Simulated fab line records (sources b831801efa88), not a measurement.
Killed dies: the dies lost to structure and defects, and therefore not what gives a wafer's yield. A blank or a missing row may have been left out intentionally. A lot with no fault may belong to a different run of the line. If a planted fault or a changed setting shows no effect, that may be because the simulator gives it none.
A single fault, viewed from 2 desks ; flow gf180mcu ; every desk sees just its own numbers, and what lay behind them comes last

## THE METROLOGY DESK
Means of the sampled wafers that have a number, per lot and without regard to the tool the lot ran on: this is what the gauges read. The brackets show how far a lot's mean lies from the usual mean; more than 4 standard deviations puts the lot out of limits, marked OUT.
Columns: A = VT_IMPLANT_4_TW at GF_VT_IMPLANT_TW_MEAS_43, usual 688; B = cd_nm at GF_POLY_GATE_CD_MEAS_18, usual 279.7 nm
lot;first seen here;A;B
L635;day 7 08:56;691;278.6
L637;day 8 02:47;685;279.7
L641;day 9 02:00;696;278.7
L642;day 9 14:08;698;279.0
L644;day 10 13:04;689;280.5
L645;day 10 21:05;684;278.4
L647;day 11 07:23;681;281.1
L648;day 11 08:02;681;278.6
L652;day 12 10:47;622 (-13) OUT;279.8
L653;day 12 12:28;683;279.1
L654;day 12 21:13;627 (-12) OUT;277.5
L657;day 13 17:14;679;282.6
L658;day 13 22:24;695;280.0
This desk's finding: out of limits on L652, L654; first on L652, day 12 10:47 (VT_IMPLANT_4_TW at GF_VT_IMPLANT_TW_MEAS_43). L635, L637, L641, L642, L644, L645, L647, L648, L653, L657, L658: within limits.

## THE TOOL OWNER'S DESK: implanter-03
The tool's own readings at GF_VT_IMPLANT_IMPLANT_41: means of the sampled wafers that have a number, for each lot that ran on this tool. The brackets show how far a lot's mean lies from the usual mean; more than 4 standard deviations puts the lot out of limits, marked OUT.
Columns: A = beam_energy_keV at GF_VT_IMPLANT_IMPLANT_41, usual 70.005; B = end_station_pressure_torr at GF_VT_IMPLANT_IMPLANT_41, usual 4.98e-06 Torr
lot;first seen here;A;B
L635;day 7 08:41;69.988;4.79e-06
L637;day 8 02:32;69.999;4.90e-06
L642;day 9 13:53;69.994;4.88e-06
L648;day 11 07:48;70.005;5.21e-06
L652;day 12 10:32;49.634 (-99 or more) OUT;5.30e-06
L654;day 12 21:00;49.630 (-99 or more) OUT;4.97e-06
Finding of this desk: L652, L654 out of limits; the first was L652 at day 12 10:32, on beam_energy_keV at GF_VT_IMPLANT_IMPLANT_41. L635, L637, L642, L648: within limits.

## TAKEN TOGETHER
At day 12 10:32, on L652, L654, the tool owner's desk was in a position to raise an alarm.
On L652, L654, the metrology desk was in a position to raise an alarm at day 12 10:47.
On implanter-03, each named lot ran GF_VT_IMPLANT_IMPLANT_41.

## WHAT HAD BEEN PUT IN BY THE SIMULATOR
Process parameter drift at GF_VT_IMPLANT_IMPLANT_41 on implanter-03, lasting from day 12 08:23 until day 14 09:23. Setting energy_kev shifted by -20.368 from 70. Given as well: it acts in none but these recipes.
Shown lots that were struck: L652, L654.
Fault start to first reading out of limits, in hours, per desk: tool owner, 2; metrology, 2.
